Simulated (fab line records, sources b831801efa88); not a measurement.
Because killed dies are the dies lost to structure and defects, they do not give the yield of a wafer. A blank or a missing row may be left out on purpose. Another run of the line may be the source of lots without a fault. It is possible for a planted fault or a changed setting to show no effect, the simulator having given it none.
Comparing a struck lot with a sound one	flow sfq_line	25 steps out of a route of 325
Sound: these wafers, L534.2, L534.5, L534.6. Struck: wafer L537.5. (L537.1, L537.6 of the same lot were not struck and are left out.) The cause comes at the end.
For every step that has rows: the tool of each side, followed by ch and its chambers, followed by its first start. Under that, the readings that differ: sound wafers	struck wafers	difference of the means	sigmas: that difference in standard deviations of wafers without a fault.
alike: words and numbers the same on both sides, and readings whose means are apart by under 2 such deviations; not compared: readings that were withheld, readings missing a value for some wafer, numbers with overlapping values and no deviation given by the record, and bounds like >300 which may hide the same value.
A row with sigmas, a row that says differs or no value, or rows on one side alone: a step with any of these is where the two part. Non-overlapping numbers with no deviation appear without sigmas and do not part them. Lack of a reading on every wafer of one side parts them only where that side has two or more wafers.

first, 3 steps without rows for these wafers: SFQ_TRILAYER_I4_VIA_LITHO_EXPOSE_104 (exposes mask I4, target cd 700 nm); SFQ_TRILAYER_I4_VIA_LITHO_PEB_106 (peb time 60 s); SFQ_TRILAYER_I4_VIA_LITHO_DEVELOP_105 (time 60 s).
SFQ_I4_OVL_MEAS_928:
  sound: overlay-01 at day 45 02:34; struck: overlay-02 at day 52 16:04
  alike: I4_OVL
SFQ_TRILAYER_I4_VIA_BARC_OPEN_VIA_ETCH_146: etches BARC in O2, target depth 125 nm, time 41.7 s.
  sound on rie_diel-04 ch 0,3, day 45 02:35; struck on rie_diel-02 ch 3, day 52 16:06
reading	sound	struck	difference	sigmas
oes_product_au (a.u.)	0.692 0.690 0.687	0.678	-0.012	-2
  alike: drypump_motor_current_A
  not compared: rf_hours_counter_h
then, 1 step without rows for these wafers: SFQ_TRILAYER_I4_VIA_ETCH_VIA_ETCH_106 (etches SiO2 in CHF3, stops on Nb, target depth 260 nm).
SFQ_TRILAYER_I4_VIA_STRIP_STRIP_107: strips in O2.
  sound on rie_metal-04 ch 0,1, day 45 02:44; struck on rie_metal-03 ch 1, day 52 16:15
  alike: drypump_motor_current_A, oes_product_au
  not compared: rf_hours_counter_h
then, 2 steps without rows for these wafers: SFQ_TRILAYER_I4_VIA_STRIP_SOLV_CLEAN_108 (cleans in NMP, time 600 s); SFQ_TRILAYER_JJ_TRILAYER_DEP_PRE_CLEAN_113 (time 22.5 s).
SFQ_TRILAYER_JJ_TRILAYER_DEP_SPUTTER_109: material Nb, target thk 150 nm, time 100 s.
  sound: pvd_sputter-06 at day 45 03:33; struck: pvd_sputter-06 at day 52 17:04
  alike: throttle_valve_pct
then, 2 steps without rows for these wafers: SFQ_TRILAYER_JJ_TRILAYER_DEP_SPUTTER_110 (material Al, target thk 8 nm, time 10 s); SFQ_TRILAYER_JJ_TRILAYER_DEP_AL_OXIDATION_111 (oxidation time 600 s).
SFQ_TRILAYER_JJ_TRILAYER_DEP_SPUTTER_112: material Nb, target thk 170 nm, time 113.3 s.
  sound: pvd_sputter-06 at day 45 04:38; struck: pvd_sputter-06 at day 52 18:09
  alike: throttle_valve_pct
SFQ_JJ_RS_MEAS_929: uses a four-point probe to measure.
  sound: film_metro-02 at day 45 04:44; struck: film_metro-04 at day 52 18:14
reading	sound	struck	difference	sigmas
JJ_NB_RS (ohm/sq)	1.053 1.051 1.039	1.512	+0.464	+42
then, 6 steps without rows for these wafers: SFQ_TRILAYER_JJ_CE_LITHO_COAT_119 (resist thk 62 nm); SFQ_TRILAYER_JJ_CE_LITHO_COAT_114 (resist thk 600 nm); SFQ_TRILAYER_JJ_CE_LITHO_SOFTBAKE_118; SFQ_TRILAYER_JJ_CE_LITHO_EXPOSE_115 (exposes mask J5, target cd 700 nm); SFQ_TRILAYER_JJ_CE_LITHO_PEB_117 (peb time 60 s); SFQ_TRILAYER_JJ_CE_LITHO_DEVELOP_116 (time 60 s).
SFQ_JJ_OVL_MEAS_931:
  sound: overlay-02 at day 45 18:55; struck: overlay-02 at day 52 20:40
  alike: J5_OVL
SFQ_TRILAYER_JJ_CE_METRO_MEASURE_117:
  sound: cd_sem-02 at day 45 19:09; struck: cd_sem-01 at day 52 20:42
  alike: cd_nm
SFQ_TRILAYER_JJ_CE_BARC_OPEN_RIE_150: chemistry O2, target BARC, target depth 240 nm, time 80 s.
  sound on rie_metal-04 ch 0,1, day 45 20:09; struck on rie_metal-04 ch 1, day 52 21:54
  alike: drypump_motor_current_A, oes_product_au
  not compared: rf_hours_counter_h
SFQ_TRILAYER_JJ_CE_ETCH_RIE_118: chemistry SF6, target Nb, stops on Al2O3, time 97.7 s, target depth 170 nm.
  sound on rie_metal-04 ch 0,1, day 45 20:14; struck on rie_metal-04 ch 1, day 52 21:59
reading	sound	struck	difference	sigmas
oes_product_au (a.u.)	0.990 0.991 1.003	0.857	-0.138	-19
  alike: drypump_motor_current_A
  not compared: rf_hours_counter_h
after that, 1 step had no rows for these wafers: SFQ_TRILAYER_JJ_ANODIZE_ANODIZE_119.

WHERE THEY PART
Last at SFQ_TRILAYER_JJ_CE_ETCH_RIE_118 as far as this record goes, first at SFQ_TRILAYER_I4_VIA_BARC_OPEN_VIA_ETCH_146.

WHY: what the simulator had put in
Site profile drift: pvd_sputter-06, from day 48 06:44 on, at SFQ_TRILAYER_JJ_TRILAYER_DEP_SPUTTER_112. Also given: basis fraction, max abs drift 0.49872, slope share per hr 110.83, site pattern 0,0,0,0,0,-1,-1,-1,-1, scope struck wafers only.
